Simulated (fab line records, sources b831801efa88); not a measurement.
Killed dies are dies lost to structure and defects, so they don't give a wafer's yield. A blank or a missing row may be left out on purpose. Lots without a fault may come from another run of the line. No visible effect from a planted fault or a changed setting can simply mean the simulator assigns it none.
Chamber matching | flow gf180mcu | GF_V2_CMP_26 on cmp-01: 4 sister chambers
The step polishes, stops on SiO2, t overpolish 15 s, target thk 0 nm. 4 wafers are shown with their chamber, then 7 later ones without.

WAFERS, EACH WITH ITS CHAMBER
wafer  | chamber | motor current A (A)
L538.5 | 0       | 10.5
L539.5 | 2       | 12.0
L544.1 | 3       | 11.6
L544.4 | 1       | 11.6

WAFERS WHOSE CHAMBER IS MISSING
wafer  | motor current A (A)
L544.6 | 11.7
L545.2 | 12.3
L545.4 | 12.3
L545.5 | 11.2
L553.1 | 11.7
L553.2 | 10.9
L553.4 | 11.8

CHAMBER TAKEN BY EACH
wafer  | from the rows above               | in truth
L544.6 | can't be placed: 1 or 3 or 2      | 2
L545.2 | can't be placed: 2 or 1 or 3      | 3
L545.4 | can't be placed: 2 or 1 or 3      | 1
L545.5 | can't be placed: 1 or 3 or 0 or 2 | 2
L553.1 | can't be placed: 1 or 3 or 2      | 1
L553.2 | can't be placed: 0 or 1 or 3      | 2
L553.4 | can't be placed: 2 or 1 or 3      | 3
0 of 7 placed correctly. Cannot be placed on the basis of these rows: 7; the candidates contain the true chamber in 6. Number placed wrongly: 0.
How it was worked out, from the rows above alone: a wafer's distance from a chamber is the root of the sum, over the readings, of the square of ((its reading less the chamber's mean) divided by the reading's scatter). If the next closest chamber is less than 2 further off than the closest, the wafer can't be placed; otherwise it belongs to the closest. The mean given for a chamber averages the wafers shown for that chamber. The scatter (one wafer shown for each chamber): square how far every hidden wafer sits from the nearest shown wafer, average those squares and take the square root.
